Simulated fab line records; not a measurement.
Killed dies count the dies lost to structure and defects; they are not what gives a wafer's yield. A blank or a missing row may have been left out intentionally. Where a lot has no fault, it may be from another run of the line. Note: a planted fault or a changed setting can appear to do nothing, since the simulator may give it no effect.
fab line records	flow sky130
record lots=5	wafers=15	last_day=49
route steps=708 shown DNWELL@41 PWDE@45 NWELL@56 PAD_OPEN@708
lots that met no fault: taken from a fault-free run of the same line
start_h: hours from the record's opening day to when the first of the lot's shown wafers began	wait_h: time in hours since the lot's previous step	" identical to the entry in the row above	L1.1+2: a single row standing in for several wafers	- either no value or no given start	* or withheld: withheld	< > ~ a bound
route shown NAME@n: names a module that has steps shown in the file, with the first one's number in the route	usual: mean and standard deviation over wafers with no fault	same: alike in all rows	chamber/n: place in a boat	sites: each site's reading	_std_site: their standard deviation	_edge_site: mean of outer sites minus mean of inner sites	radius_mm: for every site, how far away it sits from the centre of the wafer	mask NAME#n: copy n	behind: the tool/chamber that last shaped the wafer	hold: why the lot went on hold/how many hours it stayed there/how the hold came to an end	device: which transistor (n, p or np) failed to switch	end of line: at the end of the route, the tests of the same wafers	step lacking rows: just its recipe	killed: the dies lost at the first sort to structure and to defects; this is not the yield of the wafer	map: the dies of a wafer, with x for killed, . for not killed, _ for no die there
set.NAME: setting as actually run; set.NAME@STEP: the setting as run at that earlier step	model.NAME: the simulator's own value behind a step, which no gauge read
lots seen at some steps along the route; tables by step, rows by wafer
services: a tool's chamber out of use, with start hour (start_h, from the record's first day; less than 0 if before it), hours out, and reason
## steps
# step SKY_DNWELL_DEVELOP_06
# recipe wall_angle_deg=90	developer=TMAH	develop_time_s=60	dev_temp_c=23
# step SKY_DNWELL_IMPLANT_07
# recipe species=P	energy_kev=withheld	dose_cm2=withheld	tilt_deg=withheld
# step SKY_DNWELL_STRIP_08
# recipe chemistry=O2/N2	power_w=1400	pressure_mtorr=1500	platen_temp_c=withheld	o2_flow_sccm=3000	n2_flow_sccm=300	overash_fraction=0.5
# step SKY_PWDE_DEHYDRATE_00
# recipe temp_c=200	time_s=60
# step SKY_PWDE_HMDS_01
# recipe prime_time_s=60	prime_temp_c=120
# step SKY_PWDE_COAT_02
# recipe spin_rpm=2000	resist_thk_nm=3000
# step SKY_PWDE_SOFTBAKE_03
# recipe temp_c=110	time_s=withheld
# step SKY_PWDE_EXPOSE_04
# recipe mask_id=PWDEM	na=0.6	source_shape=conventional	sigma_outer=0.6	polarization=unpolarized	target_cd_nm=840	dose_mj=214
# step SKY_PWDE_PEB_05
# recipe temp_c=115	time_s=withheld
# step SKY_PWDE_DEVELOP_06
# recipe wall_angle_deg=90	developer=TMAH	develop_time_s=60	dev_temp_c=23
# step SKY_PWDE_IMPLANT_08
# recipe species=B	energy_kev=150	dose_cm2=3.6e+12	tilt_deg=withheld
# usual beam_energy_keV=150.00/0.05	beam_on_s=9.99/0.2
lot.wafer	tool	chamber	start_h	wait_h	beam_energy_keV	beam_on_s	model.implant.rp_nm	model.implant.drp_nm
L625.2	implanter-03	0	80.98	0.0	150.03	10.28	437	97.97
L625.3	"	0	"	"	150.04	9.81	437	97.97
L625.5	"	0	"	"	149.98	9.69	437	97.97
L634.1	implanter-03	0	127.58	0.0	182.47	10.44	508.6	105
L634.3	"	0	"	"	182.43	9.94	508.6	105
L634.4	"	0	"	"	182.44	10.01	508.6	105
L636.2	implanter-03	0	138.82	0.0	182.46	10.27	518.7	105
L636.4	"	0	"	"	182.52	9.84	518.7	105
L636.6	"	0	"	"	182.48	9.97	518.7	105
L638.2	implanter-03	0	165.27	0.0	182.43	9.85	524.7	105
L638.4	"	0	"	"	182.46	10.07	524.7	105
L638.5	"	0	"	"	182.48	9.86	524.7	105
L640.2	implanter-01	0	169.30	0.0	149.94	10.32	435.9	97.97
L640.3	"	0	"	"	149.97	9.81	435.9	97.97
L640.5	"	0	"	"	149.97	9.86	435.9	97.97
# step SKY_PWDE_STRIP_09
# recipe chemistry=O2/N2	power_w=1400	pressure_mtorr=1500	platen_temp_c=withheld	o2_flow_sccm=3000	n2_flow_sccm=300	overash_fraction=0.5
# step SKY_NWELL_DEHYDRATE_03
# recipe temp_c=200	time_s=60
# step SKY_NWELL_HMDS_04
# recipe prime_time_s=60	prime_temp_c=120
# step SKY_NWELL_COAT_05
# recipe spin_rpm=2000	resist_thk_nm=3000
# step SKY_NWELL_SOFTBAKE_06
# recipe temp_c=110	time_s=withheld
# step SKY_NWELL_EXPOSE_07
# recipe mask_id=NWM	na=0.6	source_shape=conventional	sigma_outer=0.6	polarization=unpolarized	target_cd_nm=840	dose_mj=255
# step SKY_NWELL_PEB_08
# recipe temp_c=115	time_s=withheld
# step SKY_NWELL_DEVELOP_09
# recipe wall_angle_deg=90	developer=TMAH	develop_time_s=60	dev_temp_c=23
# step SKY_NWELL_IMPLANT_11
# recipe species=P	energy_kev=400	dose_cm2=1.9e+13	tilt_deg=withheld
# step SKY_NWELL_IMPLANT_12
# recipe species=P	energy_kev=120	dose_cm2=1.3e+12	tilt_deg=withheld
# step SKY_NWELL_IMPLANT_13
# recipe species=P	energy_kev=50	dose_cm2=7e+11	tilt_deg=withheld
# step SKY_NWELL_STRIP_14
# recipe chemistry=O2/N2	power_w=1400	pressure_mtorr=1500	platen_temp_c=withheld	o2_flow_sccm=3000	n2_flow_sccm=300	overash_fraction=0.5
# step SKY_NWELL_DEHYDRATE_16
# recipe temp_c=200	time_s=60
# step SKY_NWELL_HMDS_17
# recipe prime_time_s=60	prime_temp_c=120
# step SKY_NWELL_COAT_18
# recipe spin_rpm=2000	resist_thk_nm=3000
# step SKY_NWELL_SOFTBAKE_19
# recipe temp_c=110	time_s=withheld
# step SKY_NWELL_EXPOSE_20
# recipe mask_id=NWM_COMPLEMENT	na=0.6	source_shape=conventional	sigma_outer=0.6	polarization=unpolarized	target_cd_nm=840	dose_mj=260
# step SKY_NWELL_PEB_21
# recipe temp_c=115	time_s=withheld
# step SKY_NWELL_DEVELOP_22
# recipe wall_angle_deg=90	developer=TMAH	develop_time_s=60	dev_temp_c=23
# step SKY_NWELL_IMPLANT_24
# recipe species=B	energy_kev=140	dose_cm2=9.2e+12	tilt_deg=withheld
# step SKY_NWELL_STRIP_25
# recipe chemistry=O2/N2	power_w=1400	pressure_mtorr=1500	platen_temp_c=withheld	o2_flow_sccm=3000	n2_flow_sccm=300	overash_fraction=0.5
# step SKY_NWELL_CLEAN_27
# recipe chemistry=SC1/SC2	mix=1:4:20	temp_c=70	time_s=150	dry=n2_spin
# step SKY_NWELL_RTA_28
# recipe temp_c=1050	time_s=30	idle_temp_c=650	ramp_up_c_per_s=150	ramp_down_c_per_s=90	ambient=N2
# step SKY_NWELL_RS_MEAS_31
# recipe thk_meas_gauge=four-point-probe
# usual PWDE_RS=5278/15
lot.wafer	tool	chamber	start_h	wait_h	PWDE_RS[ohm/sq]
L625.2	film_metro-04	-	118.03	0.1	5274
L625.3	"	-	"	"	5294
L625.5	"	-	"	"	5282
L634.1	film_metro-03	-	168.62	0.1	5237
L634.3	"	-	"	"	5216
L634.4	"	-	"	"	5227
L636.2	film_metro-03	-	180.49	0.1	5211
L636.4	"	-	"	"	5209
L636.6	"	-	"	"	5224
L638.2	film_metro-04	-	208.71	0.1	5225
L638.4	"	-	"	"	5230
L638.5	"	-	"	"	5218
L640.2	film_metro-04	-	212.32	0.1	5282
L640.3	"	-	"	"	5289
L640.5	"	-	"	"	5278
# step SKY_PAD_OPEN_PROBE_99
# usual killed_at_M0_to_M3=45/7.3	killed_at_M4_up=3.2/1.8	killed_at_contacts=25/5.5	killed_at_front_end=15/4.2	killed_at_other=0.3/0.69	killed_dies=89/9.4	killed_open=49/6.6	killed_short=40/6.4
# same gross_dies=492	killed_at_back_side=0
lot.wafer	tool	chamber	start_h	wait_h	killed_at_M0_to_M3	killed_at_M4_up	killed_at_contacts	killed_at_front_end	killed_at_other	killed_dies	killed_open	killed_short	model.etest.res_p_drift_20v.line_ohm_um	model.etest.res_p_drift_20v.rs_ohm_sq	model.etest.res_pwde_under_gate.rs_ohm_sq
L625.2	prober-02	-	1092.07	0.1	58	5	25	18	0	106	56	50	1.152e+04	9549	6244
L625.3	prober-02	-	1092.12	0.2	49	5	26	14	0	94	60	34	1.11e+04	9207	6213
L625.5	prober-02	-	1092.22	0.2	60	2	29	16	0	107	60	47	1.108e+04	9140	6283
L634.1	prober-01	-	1143.96	0.1	43	3	22	26	0	94	53	41	9136	7501	6367
L634.3	prober-01	-	1144.06	0.2	51	3	16	12	3	85	48	36	8935	7371	6320
L634.4	prober-01	-	1144.11	0.2	38	1	19	25	0	83	49	34	9068	7526	6297
L636.2	prober-01	-	1145.89	0.1	44	1	19	10	0	74	38	35	8708	7299	6250
L636.4	prober-01	-	1145.99	0.2	53	6	23	9	0	91	50	41	8697	7173	6271
L636.6	prober-01	-	1146.09	0.2	55	3	22	15	1	96	49	44	8738	7209	6304
L638.2	prober-01	-	1167.81	0.1	55	3	27	9	0	94	55	39	8471	7061	6258
L638.4	prober-01	-	1167.91	0.2	37	1	22	15	0	75	48	27	8596	7209	6251
L638.5	prober-01	-	1167.96	0.2	46	3	23	17	0	89	51	37	8456	7112	6295
L640.2	prober-01	-	1177.21	0.1	48	2	21	29	0	100	52	48	1.123e+04	9682	6206
L640.3	prober-01	-	1177.26	0.2	46	1	24	12	1	84	42	42	1.14e+04	9704	6214
L640.5	prober-01	-	1177.36	0.2	49	6	15	18	0	88	44	44	1.115e+04	9411	6250
# killed by level:class
L625.2 VIA1:geometric_particle:short=12 VIA1:geometric_particle:open=10 LI_CONTACT:geometric_particle:open=9 VIA3:geometric_particle:open=9 CONTACT:geometric_particle:short=7 VIA2:geometric_particle:open=7 METAL1:geometric_particle:short=6 FIELD_ISO:geometric_particle:short=5
L625.3 VIA3:geometric_particle:open=12 CONTACT:geometric_particle:open=12 VIA1:geometric_particle:open=11 LI_CONTACT:geometric_particle:open=7 METAL1:geometric_particle:short=7 FIELD_ISO:geometric_particle:short=6 METAL4:geometric_particle:short=5 VIA2:geometric_particle:open=5
L625.5 VIA1:geometric_particle:open=14 LI_CONTACT:geometric_particle:open=12 VIA2:geometric_particle:open=9 CONTACT:geometric_particle:open=8 METAL1:geometric_particle:short=8 VIA1:geometric_particle:short=7 VIA3:geometric_particle:open=6 FIELD_ISO:geometric_particle:short=5
L634.1 CONTACT:geometric_particle:open=10 VIA1:geometric_particle:open=10 FIELD_ISO:geometric_particle:short=7 POLY_GATE:geometric_particle:short=6 LI_CONTACT:geometric_particle:open=6 METAL1:geometric_particle:short=6 VIA3:geometric_particle:open=6 FIELD_ISO:geometric_particle:open=5
L634.3 VIA1:geometric_particle:open=16 VIA3:geometric_particle:open=10 CONTACT:geometric_particle:open=9 METAL1:geometric_particle:short=7 FIELD_ISO:geometric_particle:short=5 LOCAL_INTERCONNECT:geometric_particle:short=5 METAL2:geometric_particle:short=5 POLY_GATE:geometric_particle:open=4
L634.4 CONTACT:geometric_particle:open=10 VIA1:geometric_particle:open=10 FIELD_ISO:geometric_particle:open=7 FIELD_ISO:geometric_particle:short=6 METAL2:geometric_particle:short=5 METAL1:geometric_particle:short=5 VIA2:geometric_particle:open=4 VIA3:geometric_particle:open=4
L636.2 VIA2:geometric_particle:open=8 LI_CONTACT:geometric_particle:short=6 LI_CONTACT:geometric_particle:open=6 VIA1:geometric_particle:open=6 VIA3:geometric_particle:open=6 METAL2:geometric_particle:short=5 CONTACT:geometric_particle:open=5 VIA1:geometric_particle:short=4
L636.4 VIA1:geometric_particle:open=16 CONTACT:geometric_particle:open=12 VIA3:geometric_particle:open=8 METAL1:geometric_particle:short=6 VIA1:geometric_particle:short=6 CONTACT:geometric_particle:short=5 METAL3:geometric_particle:short=4 VIA2:geometric_particle:open=4
L636.6 METAL1:geometric_particle:short=11 VIA2:geometric_particle:open=10 LI_CONTACT:geometric_particle:open=9 VIA1:geometric_particle:open=9 CONTACT:geometric_particle:open=8 METAL2:geometric_particle:short=7 VIA2:geometric_particle:short=5 FIELD_ISO:geometric_particle:open=4
L638.2 LI_CONTACT:geometric_particle:open=12 VIA1:geometric_particle:open=10 VIA2:geometric_particle:open=9 CONTACT:geometric_particle:open=9 METAL1:geometric_particle:short=8 METAL2:geometric_particle:short=7 VIA3:geometric_particle:open=6 POLY_GATE:geometric_particle:short=4
L638.4 VIA2:geometric_particle:open=13 CONTACT:geometric_particle:open=10 VIA1:geometric_particle:open=7 METAL2:geometric_particle:short=4 POLY_GATE:geometric_particle:open=4 LI_CONTACT:geometric_particle:open=4 FIELD_ISO:geometric_particle:open=3 POLY_GATE:geometric_particle:short=3
L638.5 CONTACT:geometric_particle:open=12 VIA2:geometric_particle:open=9 VIA1:geometric_particle:open=7 VIA3:geometric_particle:open=7 LI_CONTACT:geometric_particle:open=5 POLY_GATE:geometric_particle:open=5 VIA3:geometric_particle:short=4 POLY_GATE:geometric_particle:short=4
L640.2 FIELD_ISO:geometric_particle:short=9 CONTACT:geometric_particle:open=9 VIA1:geometric_particle:open=8 VIA1:geometric_particle:short=7 POLY_GATE:geometric_particle:open=6 METAL1:geometric_particle:short=6 VIA3:geometric_particle:open=6 LI_CONTACT:geometric_particle:open=5
L640.3 METAL1:geometric_particle:short=10 CONTACT:geometric_particle:open=9 VIA1:geometric_particle:open=6 VIA3:geometric_particle:open=6 LI_CONTACT:geometric_particle:short=5 LI_CONTACT:geometric_particle:open=5 CONTACT:geometric_particle:short=5 VIA1:geometric_particle:short=5
L640.5 VIA3:geometric_particle:short=7 VIA3:geometric_particle:open=7 FIELD_ISO:geometric_particle:short=6 VIA1:geometric_particle:open=6 VIA1:geometric_particle:short=6 VIA2:geometric_particle:open=6 LI_CONTACT:geometric_particle:open=5 CONTACT:geometric_particle:open=5
## services
tool	chamber	start_h	hours	kind
implanter-03	-	74.66	2.4	repair
implanter-01	-	94.78	3.2	repair
implanter-01	-	158.35	1.1	repair
implanter-01	-	164.60	1.5	repair
## key
first_sign step=SKY_PWDE_IMPLANT_08	reading=beam_energy_keV	direction=up	sigmas=99+	usual=*	struck=*
effect step=SKY_NWELL_RS_MEAS_31	reading=PWDE_RS	direction=down	sigmas=3.7	usual=5278	struck=5222
model_effect step=SKY_PWDE_IMPLANT_08	value=implant.rp_nm	without=445.1	struck=517.3
model_effect step=SKY_PAD_OPEN_PROBE_99	value=etest.res_p_drift_20v.line_ohm_um	without=1.091e+04	struck=8756
met_at SKY_PWDE_IMPLANT_08
struck_wafers L634.1,L634.3,L634.4,L636.2,L636.4,L636.6,L638.2,L638.4,L638.5
tester_left_out L634,L636,L638
onset_between 80.98 127.58
fault kind=process_parameter_drift	tool=implanter-03	chamber=-	onset_h=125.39	steps=SKY_PWDE_IMPLANT_08	channel=energy_kev	offset=*	shape=step	end_h=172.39	acts_in=*	stated=*
# tester_left_out: of these lots the tester's yield and bins aren't shown, on N5 and GAA mostly nor the transistor test; their killed dies are dies lost to structure and defects alone, not to doping, threshold or leakage, so they don't give the yield
